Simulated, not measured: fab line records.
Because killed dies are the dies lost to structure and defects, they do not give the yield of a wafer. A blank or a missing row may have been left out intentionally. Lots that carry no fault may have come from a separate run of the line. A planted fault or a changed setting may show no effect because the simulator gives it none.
Split-lot trial    flow sfq_line    route with 325 steps; 5 lots, 23 wafers read

ON THE SPLIT
At SFQ_TRILAYER_M4_LITHO_PEB_096 (peb time 60 s), the setting peb_time_s was moved away from the recipe's 60 s on 9 of the 23 wafers read, by -13.9% to +14.2%. This setting was run at the recipe's value on the other wafers.

BETWEEN THE SPLIT AND THE READING: the file shows 1 step in between
- SFQ_TRILAYER_M4_LITHO_DEVELOP_095: time 60 s

THE READING
M4.cd_nm (the simulator's own value, which no gauge read), in nm, at SFQ_TRILAYER_M4_BARC_OPEN_METAL_ETCH_123 (etches BARC in O2, target depth 125 nm, time 41.7 s). The file gives no usual value for it. Average 499.9 nm, standard deviation 1.1 nm, over the 14 wafers here run with the recipe.

wafer   tool, chamber at the split  peb_time_s as run, s  against the recipe  M4.cd_nm, nm  against lot-mates on the recipe
L074.1  litho_track-01, 0           68.55                 +14.2%              482.6         -18.3
L074.2  litho_track-01, 0           68.55                 +14.2%              484.2         -16.7
L074.4  litho_track-01, 0           60                    recipe              500.1         -
L074.5  litho_track-01, 0           60                    recipe              501.2         -
L074.6  litho_track-01, 0           60                    recipe              501.4         -
L075.1  litho_track-01, 0           60                    recipe              499           -
L075.3  litho_track-01, 0           60                    recipe              499           -
L075.2  litho_track-01, 0           52.11                 -13.2%              519.6         +19.9
L075.4  litho_track-01, 0           52.11                 -13.2%              520           +20.3
L075.6  litho_track-01, 0           60                    recipe              501.1         -
L080.1  litho_track-01, 0           60                    recipe              501.2         -
L080.2  litho_track-01, 0           60                    recipe              500.2         -
L080.4  litho_track-01, 0           51.64                 -13.9%              523.5         +22.8
L080.5  litho_track-01, 0           51.64                 -13.9%              522.6         +21.9
L080.6  litho_track-01, 0           51.64                 -13.9%              522.2         +21.5
L083.3  litho_track-02, 0           60                    recipe              498           -
L083.4  litho_track-02, 0           60                    recipe              498.6         -
L083.6  litho_track-02, 0           60                    recipe              498.4         -
L085.2  litho_track-04, 0           60                    recipe              499.8         -
L085.4  litho_track-04, 0           60                    recipe              499.8         -
L085.3  litho_track-04, 0           53.19                 -11.4%              517.1         +17.1
L085.5  litho_track-04, 0           60                    recipe              500.3         -
L085.6  litho_track-04, 0           53.19                 -11.4%              517.2         +17.2

THE FIT
A straight line over all 23 wafers: M4.cd_nm changes by -1.44 nm for each +1% of peb_time_s; r = -0.99; the points scatter about the line by 1.7 nm.
The same after taking each lot's own level away (the mean of its wafers on the recipe; 23 wafers): -1.44 nm for each +1%; r = -0.99; scatter 1.2 nm.
Per that fit: largest peb_time_s move, reading shift of 21 nm.
Across the lots, their own levels run from 498.33 to 500.90 nm, a range of 2.4 times the standard deviation given above.
The two slopes are in agreement: the lot-to-lot level therefore moves the slope only a little.
Check: with one of the wafers moved furthest among these (+14.2%) left out of the fit, the line predicts -20.4 nm for it against its lot-mates. It came out at -18.3 nm against them.

OTHER SPLITS APPLIED TO THESE WAFERS
These wafers also went through other splits before the reading. Each is held against what the fit with the lots' levels taken away leaves over:
other split on the same wafers           wafers away from the commonest value  r with M4.cd_nm (lot level and that fit taken away)
SFQ_TRILAYER_M4_DEP_SPUTTER_091 power_w  6                                     -0.06

THE FILE'S OWN FIT
M4.cd_nm changes by -1.46 nm for each +1% of peb_time_s, r = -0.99.
